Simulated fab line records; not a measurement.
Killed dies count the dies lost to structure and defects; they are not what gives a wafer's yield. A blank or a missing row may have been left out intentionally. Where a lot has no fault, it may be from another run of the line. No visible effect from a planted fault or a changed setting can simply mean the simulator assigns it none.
Chamber matching ; flow gf180mcu ; GF_V3_CMP_04 on cmp-02: 4 sister chambers
The step polishes SiO2. 16 wafers are shown with their chamber, then 8 later ones without.

## EACH WAFER AND ITS CHAMBER
wafer;chamber;motor-current-A (A);time-to-endpoint-s (s)
L598.1;3;13.1;76
L598.3;2;12.7;78
L598.6;2;12.3;81
L602.2;2;11.8;79
L602.3;1;12.4;78
L602.5;0;9.6;86
L603.3;1;12.6;71
L603.4;2;12.0;78
L603.5;0;8.7;79
L605.1;2;11.9;82
L605.2;0;9.7;79
L605.4;1;12.2;84
L610.3;2;12.9;77
L610.5;1;13.2;80
L610.6;2;12.5;78
L616.4;1;12.6;77

SIGNATURES (means of the wafers above)
reading;chamber 0;chamber 1;chamber 2;chamber 3;scatter within a chamber
motor-current-A;9.333;12.600;12.300;13.100;0.431
time-to-endpoint-s;81.33;78.00;79.00;76.00;3.45
Rule: a wafer's distance from a chamber is the root of the sum, over the readings, of the square of ((its reading less the chamber's mean) divided by the reading's scatter). The wafer belongs to the nearest chamber; if the next one is less than 2 further off, it can't be placed. How the scatter is found: for the shown wafers, subtract from each reading the mean of its chamber, square and add these, divide the total by (wafers less chambers), then take the root.

## WAFERS WHOSE CHAMBER IS MISSING
wafer;motor-current-A (A);time-to-endpoint-s (s)
L616.5;12.4;70
L616.6;11.8;88
L620.2;13.8;72
L620.4;12.7;81
L620.6;9.3;79
L621.1;12.5;79
L621.5;12.2;84
L621.6;9.1;88

## CHAMBER TAKEN BY EACH
wafer;from the rows above;in truth
L616.5;can't be placed: 1 or 3 or 2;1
L616.6;can't be placed: 2 or 1 or 3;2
L620.2;can't be placed: 3 or 1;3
L620.4;can't be placed: 1 or 2 or 3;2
L620.6;0;0
L621.1;can't be placed: 1 or 2 or 3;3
L621.5;can't be placed: 2 or 1 or 3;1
L621.6;0;0
Correct placement for 2 of the 8. Not placeable from these rows: 6 (in 6, the candidates include the true chamber). Placed wrongly: 0.
